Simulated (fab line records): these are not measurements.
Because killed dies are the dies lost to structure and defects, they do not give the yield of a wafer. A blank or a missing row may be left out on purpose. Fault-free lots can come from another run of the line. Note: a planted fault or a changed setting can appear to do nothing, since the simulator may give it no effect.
Matching of chambers	flow sky130	SKY_LI_CONTACT_ETCH_14 on rie diel-04: 4 sister chambers
The step etches BARC in N2/H2, stops on SiO2, time 45.9 s, target depth 60 nm. 4 wafers are shown with their chamber, then 10 later ones without.

## WAFERS, EACH WITH ITS CHAMBER
wafer	chamber	drypump motor current A (A)
L084.3	3	5.8
L084.6	0	6.5
L085.1	2	5.2
L085.2	1	6.4

## WAFERS WHOSE CHAMBER IS MISSING
wafer	drypump motor current A (A)
L085.4	5.8
L090.1	6.4
L090.5	5.2
L090.6	6.3
L093.2	6.4
L093.4	6.4
L093.6	5.2
L097.2	6.4
L097.3	5.2
L097.5	5.8

## WHICH CHAMBER EACH ONE RAN IN
wafer	from the rows above	in truth
L085.4	3	3
L090.1	1	1
L090.5	2	2
L090.6	1	1
L093.2	1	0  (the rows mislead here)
L093.4	1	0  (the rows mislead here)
L093.6	2	2
L097.2	1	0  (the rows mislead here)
L097.3	2	2
L097.5	3	3
Correctly placed: 7 of 10. Can't be placed from these rows: 0. Number placed wrongly: 3.
How it was worked out, from the rows above alone: a wafer's distance from a chamber is the root of the sum, over the readings, of the square of ((its reading less the chamber's mean) divided by the reading's scatter). The wafer belongs to the nearest chamber; if the next one is less than 2 further off, it can't be placed. Each chamber's mean is taken over the wafers shown for it. The scatter: with one shown wafer a chamber, the root of the mean of the squares of how far each hidden wafer lies from its nearest shown one.
